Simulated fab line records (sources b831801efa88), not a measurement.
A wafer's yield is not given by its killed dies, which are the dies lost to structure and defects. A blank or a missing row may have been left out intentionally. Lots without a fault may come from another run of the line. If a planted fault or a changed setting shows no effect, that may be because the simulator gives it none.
Which tool did it?	flow sky130	12 lots with 36 wafers sampled at 5 steps, on a route of 708 steps

== WHAT THE GAUGES SHOWED, per wafer ==
SKY_FIELD_ISO_BOW_MEAS_00. Usual: for INCOMING_BOW the level is -1 um and the standard deviation is 6.4.
lot	measured	on	INCOMING_BOW (um)	flag
L600	day 1 10:00	film-metro-01	0 3 5	
L601	day 1 15:02	film-metro-02	8 7 -6	
L603	day 2 01:00	film-metro-02	-7 0 -2	
L607	day 2 21:02	film-metro-01	-1 8 -10	
L608	day 3 02:00	film-metro-02	0 4 1	
L611	day 3 17:02	film-metro-04	-2 1 0	
L612	day 3 22:00	film-metro-02	9 -8 -1	
L613	day 4 03:01	film-metro-04	-6 7 -6	
L614	day 4 08:00	film-metro-02	-6 -8 -7	
L615	day 4 13:02	film-metro-01	-6 -15 -5	
L622	day 6 00:04	film-metro-04	-1 -2 -8	
L623	day 6 05:00	film-metro-02	4 6 -8	

SKY_FIELD_ISO_THK_MEAS_25. Usual: for FIELD_ISO_CVD_24_THK the level is 596 nm and the standard deviation is 5.7.
lot	measured	on	FIELD_ISO_CVD_24_THK (nm)	flag
L600	day 2 06:43	film-metro-02	594 593 588	
L601	day 2 14:20	film-metro-02	596 592 594	
L603	day 2 22:34	film-metro-01	594 598 598	
L607	day 3 20:54	film-metro-04	598 598 596	
L608	day 4 00:12	film-metro-02	597 597 604	
L611	day 4 19:31	film-metro-01	598 597 590	
L612	day 4 21:01	film-metro-02	600 595 599	
L613	day 5 02:26	film-metro-01	601 598 602	
L614	day 5 06:44	film-metro-01	599 603 593	
L615	day 5 15:05	film-metro-04	593 586 597	
L622	day 7 03:08	film-metro-01	593 590 591	
L623	day 7 08:56	film-metro-02	595 600 590	

SKY_LDD_HVP_OVL_MEAS_07. Usual: for LDD_HVP_OVL the level is 0.2 nm and the standard deviation is 1.4.
lot	measured	on	LDD_HVP_OVL (nm)	flag
L600	day 21 20:14	overlay-01	1.1 2.3 0.4	
L601	day 22 09:11	overlay-02	0.1 0.1 -1.6	
L603	day 22 17:46	overlay-02	-0.2 2.5 -0.7	
L607	day 24 10:48	overlay-02	1.4 1.8 -0.6	
L608	day 24 13:41	overlay-02	2.9 4.0 2.6	
L611	day 25 21:45	overlay-02	0.7 -0.7 1.6	
L612	day 26 00:22	overlay-01	- - -	OFF
L613	day 26 08:26	overlay-02	- - -	OFF
L614	day 26 13:35	overlay-01	- - -	OFF
L615	day 26 23:21	overlay-02	1.3 0.8 1.9	
L622	day 29 13:11	overlay-01	0.4 -0.7 1.0	
L623	day 29 16:26	overlay-02	-0.4 0.9 -0.8	

== WHICH TOOL RAN EACH LOT (tool, then ch and the chambers of the sampled wafers, then the start) ==
lot	SKY_FIELD_ISO_ETCH_14	SKY_LDD_HVP_COAT_02
L600	rie-diel-02 ch 0,2,3, day 2 04:51	litho-track-01 ch 0, day 21 04:04
L601	rie-diel-01 ch 0,1, day 2 12:05	litho-track-01 ch 0, day 21 17:10
L603	rie-diel-03 ch 0,1,3, day 2 19:50	litho-track-04 ch 0, day 22 02:17
L607	rie-diel-03 ch 0,2,3, day 3 17:47	litho-track-04 ch 0, day 23 18:44
L608	rie-diel-01 ch 0,1,2, day 3 22:21	litho-track-01 ch 0, day 23 22:04
L611	rie-diel-02 ch 0,3, day 4 16:05	litho-track-03 ch 0, day 25 06:56
L612	rie-diel-01 ch 0,2,3, day 4 18:59	litho-track-01, day 25 09:31
L613	rie-diel-03 ch 1,2, day 5 00:00	litho-track-04, day 25 18:22
L614	rie-diel-02 ch 1,2, day 5 04:06	litho-track-04, day 25 23:17
L615	rie-diel-01 ch 0,2,3, day 5 12:50	litho-track-03 ch 0, day 26 08:26
L622	rie-diel-03 ch 1,2, day 7 01:15	litho-track-03 ch 0, day 28 22:51
L623	rie-diel-02 ch 2,3, day 7 06:26	litho-track-03 ch 0, day 29 01:59
- SKY_FIELD_ISO_ETCH_14: etches BARC in N2/H2, stops on SiO2, time 45.9 s, target depth 60 nm.
- SKY_LDD_HVP_COAT_02: resist thk 300 nm.

== AS READ BY THE TOOLS THEMSELVES (means over the sampled wafers that have a number; for cases with no such wafer, the mark the record gives instead) ==
SKY_FIELD_ISO_ETCH_14. Usual: drypump-motor-current-A 5.9 A, standard deviation 0.4; oes-product-au 0.855 a.u., standard deviation 0.005; throttle-valve-pct 13.223 %, standard deviation 0.0094.
lot	tool	drypump-motor-current-A (A)	oes-product-au (a.u.)	throttle-valve-pct (%)	flag
L600	rie-diel-02	5.9	0.850	13.220	
L601	rie-diel-01	5.7	0.857	13.221	
L603	rie-diel-03	6.2	0.857	13.220	
L607	rie-diel-03	6.0	0.850	13.226	
L608	rie-diel-01	5.9	0.857	13.219	
L611	rie-diel-02	6.0	0.859	13.225	
L612	rie-diel-01	6.0	0.857	13.218	
L613	rie-diel-03	5.6	0.853	13.213	
L614	rie-diel-02	5.6	0.854	13.221	
L615	rie-diel-01	6.0	0.856	13.224	
L622	rie-diel-03	5.5	0.853	13.223	
L623	rie-diel-02	5.9	0.854	13.224	

SKY_LDD_HVP_COAT_02. Usual: chill-plate-temp-C 23.00 C, standard deviation 0.11; dispense-pressure-kPa 52 kPa, standard deviation 5.1.
lot	tool	chill-plate-temp-C (C)	dispense-pressure-kPa (kPa)	flag
L600	litho-track-01	23.08	59	
L601	litho-track-01	23.07	59	
L603	litho-track-04	22.94	48	
L607	litho-track-04	22.98	48	
L608	litho-track-01	23.11	59	
L611	litho-track-03	22.98	48	
L612	litho-track-01	-	-	OFF
L613	litho-track-04	-	-	OFF
L614	litho-track-04	-	-	OFF
L615	litho-track-03	23.15	48	
L622	litho-track-03	23.08	48	
L623	litho-track-03	22.90	48	

== THE ANSWER, worked out from the rows above alone ==
Rule: a lot is off if the mean of its wafers that have a number lies more than 3 standard deviations from the usual mean. A lot without any number at a reading at which 4 lots or more have one is off too. The other lots that the step has rows for count as sound. After the gauges, taken in route order, come the tools' own readings; for these a lot's mean is taken, as printed above. The first step at which some lot is off is used, and at that step the reading that is off furthest; a lot without a number counts as furthest.
Off: L612, L613, L614, seen at SKY_LDD_HVP_OVL_MEAS_07 (LDD_HVP_OVL). Without a number there: L612, L613, L614.
If a tool, at a process step before that reading, ran all the lots that are off and no sound lot after the first of them, it fits. Not tried: the gauges at SKY_LDD_HVP_OVL_MEAS_07; whatever is off there is also off at SKY_LDD_HVP_COAT_02, on other tools, and gauge error can't account for it. No candidate that was tried fits.

== WHAT HAD BEEN PUT IN BY THE SIMULATOR ==
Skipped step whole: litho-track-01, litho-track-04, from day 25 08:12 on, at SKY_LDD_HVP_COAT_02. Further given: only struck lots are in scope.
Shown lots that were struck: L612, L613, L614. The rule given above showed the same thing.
